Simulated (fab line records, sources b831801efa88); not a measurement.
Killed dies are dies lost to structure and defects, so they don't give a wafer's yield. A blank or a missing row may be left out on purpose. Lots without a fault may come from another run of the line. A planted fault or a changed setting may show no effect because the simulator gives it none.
fab line records | flow sky130
record lots=14 wafers=42 last_day=50
route steps=708 shown METAL4@626 PAD_OPEN@708
lots that met no fault: from a run of the same line without faults
start_h: hours from the record's first day to the start of the lot's first wafer shown | wait_h: hours since the lot's step before | " the same as in the row above | L1.1+2: a row that stands for several wafers | - no value, or no start given | * or withheld: withheld | < > ~ a bound
route shown NAME@n: a module of which the file shows steps, and the number in the route of the first | usual: mean/standard deviation of fault-free wafers | same: alike in all rows | chamber/n: place in a boat | sites: the reading at each site | _std_site: their standard deviation | _edge_site: outer sites' mean less inner sites' | radius_mm: how far each site lies from the wafer's centre | mask NAME#n: copy n | behind: the tool/chamber that last shaped the wafer | hold: why the lot was held/for how many hours/how that ended | device: the transistor (n, p or np) that didn't switch | end of line: the same wafers' tests at the end of the route | a step without rows: its recipe alone | killed: dies lost to structure and defects at the first sort, not the wafer's yield | map: a wafer's dies, x killed, . not, _ none there
set.NAME: the setting as run; set.NAME@STEP: as run at that earlier step | model.NAME: the simulator's own value behind a step, which no gauge read
steps of the route over a sample of lots; a table a step, a row a wafer
services: from which hour (start_h, from the record's first day; less than 0 if before it) a tool's chamber was out of use, for how many hours, and why
## steps
# step SKY_METAL4_EXPOSE_10
# recipe mask_id=MM4 na=0.68 source_shape=annular sigma_inner=0.4 sigma_outer=0.8 target_cd_nm=300 dose_mj=28
# usual exposure_dose_mJ_cm2=28.03/0.11 reticle_temp_C=22.99/0.1
# same sigma_outer=0.8
# columns lot.wafer tool chamber start_h wait_h mask exposure_dose_mJ_cm2 reticle_temp_C
L229.1 krf_scanner-02 0 959.60 - MM4#0 28.17 22.93
L229.5 " 0 " " MM4#0 28.20 22.89
L229.6 " 0 " " MM4#0 28.16 22.88
L230.2 krf_scanner-02 0 964.01 - MM4#0 28.20 23.14
L230.4 " 0 " " MM4#0 28.18 22.94
L230.6 " 0 " " MM4#0 28.21 22.96
L231.1 krf_scanner-01 0 972.67 - MM4#0 28.02 22.95
L231.4 " 0 " " MM4#0 27.99 23.05
L231.6 " 0 " " MM4#0 27.93 22.99
L232.2 krf_scanner-01 0 986.12 - MM4#0 27.95 22.90
L232.5 " 0 " " MM4#0 27.94 22.96
L232.6 " 0 " " MM4#0 27.94 22.97
L234.1 krf_scanner-01 0 997.30 - MM4#0 27.92 22.94
L234.5 " 0 " " MM4#0 27.97 23.03
L234.6 " 0 " " MM4#0 27.93 22.83
L235.3 krf_scanner-01 0 1007.43 - MM4#0 27.94 22.86
L235.4 " 0 " " MM4#0 27.95 23.04
L235.5 " 0 " " MM4#0 27.92 23.12
L237.1 krf_scanner-01 0 1020.14 - MM4#0 27.98 23.00
L237.2 " 0 " " MM4#0 27.99 23.09
L237.5 " 0 " " MM4#0 27.94 22.93
L238.2 krf_scanner-01 0 1025.41 - MM4#0 27.92 22.97
L238.5 " 0 " " MM4#0 27.92 22.84
L238.6 " 0 " " MM4#0 27.89 22.88
L239.1 krf_scanner-01 0 1034.24 - MM4#0 28.00 23.06
L239.2 " 0 " " MM4#0 27.94 23.08
L239.3 " 0 " " MM4#0 27.93 22.95
L240.2 krf_scanner-01 0 1040.52 - MM4#0 28.00 22.91
L240.4 " 0 " " MM4#0 27.98 23.01
L240.6 " 0 " " MM4#0 28.00 22.93
L241.1 krf_scanner-01 0 1048.13 - MM4#0 27.96 23.18
L241.4 " 0 " " MM4#0 28.00 23.02
L241.5 " 0 " " MM4#0 27.97 23.21
L250.1 krf_scanner-02 0 1102.45 - MM4#0 28.17 22.96
L250.3 " 0 " " MM4#0 28.14 22.88
L250.5 " 0 " " MM4#0 28.17 22.97
L251.2 krf_scanner-02 0 1111.02 - MM4#0 28.20 22.94
L251.3 " 0 " " MM4#0 28.20 22.66
L251.5 " 0 " " MM4#0 28.20 22.81
L252.2 krf_scanner-02 0 1113.56 - MM4#0 28.17 23.00
L252.4 " 0 " " MM4#0 28.16 22.94
L252.5 " 0 " " MM4#0 28.15 22.94
# step SKY_METAL4_CD_MEAS_13
# recipe target_cd_nm=300
# usual cd_nm=299.6/1.3
# columns lot.wafer tool chamber start_h wait_h cd_nm
L229.1 cd_sem-02 - 971.10 - 297.7
L229.5 " - " " 299.7
L229.6 " - " " 298.7
L230.2 cd_sem-02 - 975.67 - 298.7
L230.4 " - " " 298.2
L230.6 " - " " 298.6
L231.1 cd_sem-02 - 984.40 - 299.2
L231.4 " - " " 298.0
L231.6 " - " " 299.7
L232.2 cd_sem-02 - 997.81 - 299.2
L232.5 " - " " 299.9
L232.6 " - " " 299.6
L234.1 cd_sem-02 - 1009.05 - 300.8
L234.5 " - " " 298.7
L234.6 " - " " 297.8
L235.3 cd_sem-02 - 1018.18 - 301.2
L235.4 " - " " 299.8
L235.5 " - " " 302.3
L237.1 cd_sem-01 - 1031.25 - 297.6
L237.2 " - " " 299.1
L237.5 " - " " 298.3
L238.2 cd_sem-01 - 1036.27 - 296.8
L238.5 " - " " 298.2
L238.6 " - " " 297.9
L239.1 cd_sem-02 - 1044.95 - 217.5
L239.2 " - " " 298.4
L239.3 " - " " 215.8
L240.2 cd_sem-02 - 1051.72 - 301.9
L240.4 " - " " 300.5
L240.6 " - " " 222.0
L241.1 cd_sem-02 - 1058.67 - 221.0
L241.4 " - " " 298.6
L241.5 " - " " 298.2
L250.1 cd_sem-02 - 1112.00 - 300.1
L250.3 " - " " 300.7
L250.5 " - " " 299.8
L251.2 cd_sem-02 - 1120.52 - 300.3
L251.3 " - " " 300.7
L251.5 " - " " 301.3
L252.2 cd_sem-02 - 1123.22 - 300.1
L252.4 " - " " 299.9
L252.5 " - " " 299.2
# step SKY_PAD_OPEN_PROBE_99
# usual defect_limited_yield=82.2/1.9 killed_at_M0_to_M3=45/7.3 killed_at_M4_up=3.1/1.7 killed_at_contacts=25/5.1 killed_at_front_end=15/4.5 killed_at_other=0.3/0.56 killed_dies=88/9.4 killed_on_rim=17/4.3 killed_open=47/6.6 killed_short=40/6.9 sort_bin_3_pad_short=0.9/0.46 sort_bin_5_function=10.5/1.5 sort_bin_6_memory=6.4/1.1 sort_n_pass=404/9.4 sort_yield_pct=82.2/1.9
# same gross_dies=492 killed_at_back_side=0 sort_bin_4_leakage[%]=0 sort_bin_8_speed[%]=0
# columns lot.wafer tool chamber start_h wait_h defect_limited_yield[%] killed_at_M0_to_M3 killed_at_M4_up killed_at_contacts killed_at_front_end killed_at_other killed_dies killed_on_rim killed_open killed_short sort_bin_3_pad_short[%] sort_bin_5_function[%] sort_bin_6_memory[%] sort_n_pass sort_yield_pct[%]
L239.1 prober-01 - 1132.55 0.1 0.2 35 414 26 16 0 491 96 41 42 1.0 93.3 5.5 1 0.2
L239.2 prober-01 - 1132.60 0.1 79.9 49 3 30 17 0 99 22 48 51 1.6 10.6 7.9 393 79.9
L239.3 prober-01 - 1132.65 0.2 0 54 400 24 14 0 492 96 50 45 0.6 91.3 8.1 0 0
L240.2 prober-02 - 1138.67 0.1 81.9 41 3 34 11 0 89 15 50 39 0.6 11.8 5.7 403 81.9
L240.4 prober-02 - 1138.77 0.2 82.7 40 2 30 13 0 85 13 49 36 1.0 8.5 7.7 407 82.7
L240.6 prober-02 - 1138.87 0.2 0.2 29 426 20 15 1 491 96 29 39 0.6 93.5 5.7 1 0.2
L241.1 prober-01 - 1144.89 0.1 1.2 43 406 26 11 0 486 96 52 34 1.0 90.2 7.5 6 1.2
L241.4 prober-01 - 1145.04 0.2 81.1 53 5 22 13 0 93 22 49 44 1.4 12.2 5.3 399 81.1
L241.5 prober-01 - 1145.09 0.2 82.5 39 2 30 14 1 86 20 59 27 0.6 11.8 5.1 406 82.5
# killed by level:class
L239.1 METAL4:area_expose=408 CONTACT:geometric_particle:open=9 METAL1:geometric_particle:short=7 LI_CONTACT:geometric_particle:short=5 CONTACT:geometric_particle:short=5 POLY_GATE:geometric_particle:open=4 POLY_GATE:geometric_particle:short=4 METAL4:geometric_particle:short=4
L239.2 VIA1:geometric_particle:open=10 CONTACT:geometric_particle:short=9 CONTACT:geometric_particle:open=7 LI_CONTACT:geometric_particle:open=6 METAL1:geometric_particle:short=6 VIA3:geometric_particle:open=6 POLY_GATE:geometric_particle:short=5 VIA1:geometric_particle:short=5
L239.3 METAL4:area_expose=397 VIA1:geometric_particle:open=16 CONTACT:geometric_particle:open=8 METAL1:geometric_particle:short=7 LOCAL_INTERCONNECT:geometric_particle:short=6 VIA1:geometric_particle:short=6 VIA2:geometric_particle:open=6 LI_CONTACT:geometric_particle:open=5
L240.2 VIA1:geometric_particle:open=12 CONTACT:geometric_particle:open=12 CONTACT:geometric_particle:short=8 LI_CONTACT:geometric_particle:open=7 VIA2:geometric_particle:open=7 METAL2:geometric_particle:short=6 LOCAL_INTERCONNECT:geometric_particle:short=5 VIA1:geometric_particle:short=4
L240.4 CONTACT:geometric_particle:open=18 VIA1:geometric_particle:open=10 METAL1:geometric_particle:short=6 METAL2:geometric_particle:short=6 LI_CONTACT:geometric_particle:open=5 FIELD_ISO:geometric_particle:short=4 VIA1:geometric_particle:short=4 VIA3:geometric_particle:open=4
L240.6 METAL4:area_expose=423 POLY_GATE:geometric_particle:short=8 CONTACT:geometric_particle:open=7 VIA2:geometric_particle:open=7 LI_CONTACT:geometric_particle:short=4 LOCAL_INTERCONNECT:geometric_particle:short=4 METAL1:geometric_particle:short=4 METAL2:geometric_particle:short=4
L241.1 METAL4:area_expose=400 LI_CONTACT:geometric_particle:open=12 VIA1:geometric_particle:open=8 VIA2:geometric_particle:open=8 CONTACT:geometric_particle:open=7 VIA3:geometric_particle:open=6 METAL2:geometric_particle:short=5 VIA1:geometric_particle:short=4
L241.4 LI_CONTACT:geometric_particle:open=12 VIA1:geometric_particle:open=12 METAL1:geometric_particle:short=8 VIA3:geometric_particle:open=7 CONTACT:geometric_particle:open=7 VIA2:geometric_particle:short=6 METAL2:geometric_particle:short=5 VIA1:geometric_particle:short=4
L241.5 LI_CONTACT:geometric_particle:open=12 CONTACT:geometric_particle:open=11 VIA1:geometric_particle:open=11 VIA2:geometric_particle:open=6 VIA1:geometric_particle:short=6 POLY_GATE:geometric_particle:open=5 METAL1:geometric_particle:short=4 VIA3:geometric_particle:open=4
## services
# columns tool chamber start_h hours kind
krf_scanner-02 - 953.64 0.3 repair
krf_scanner-01 0 963.57 - calibration
krf_scanner-02 - 964.23 1.0 pm
krf_scanner-02 0 979.19 - calibration
krf_scanner-02 - 992.60 72.0 pm
krf_scanner-01 - 1013.12 0.3 repair
krf_scanner-01 - 1050.67 3.0 repair
krf_scanner-01 - 1051.28 0.8 repair
krf_scanner-02 - 1064.60 1.3 pm
krf_scanner-01 - 1065.90 3.6 pm
krf_scanner-01 - 1069.45 0.8 pm
krf_scanner-01 - 1072.00 0.5 repair
krf_scanner-01 - 1074.06 1.0 pm
krf_scanner-02 - 1087.95 0.8 pm
krf_scanner-01 - 1094.21 1.3 pm
## key
first_sign step=SKY_METAL4_CD_MEAS_13 reading=cd_nm direction=down sigmas=63 usual=299.6 struck=219.1
effect step=SKY_PAD_OPEN_PROBE_99 reading=killed_at_M4_up direction=up sigmas=99+ usual=3.1 struck=411.5
more_kills_born_at SKY_METAL4_EXPOSE_10@krf_scanner-01=1628
met_at SKY_METAL4_EXPOSE_10
struck_lots L239,L240,L241
struck_wafers L239.1,L239.3,L240.6,L241.1
later_rows_left_out L239.1,L239.3,L240.6,L241.1
onset_between 1025.41 1034.24
fault kind=process_parameter_drift tool=krf_scanner-01 chamber=- onset_h=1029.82 steps=SKY_METAL4_EXPOSE_10 channel=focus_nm offset=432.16 shape=step end_h=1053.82 scope=struck_wafers_only
# later_rows_left_out: the simulator's readings of these wafers behind a module that went badly wrong aren't trusted and aren't shown, but for the sort
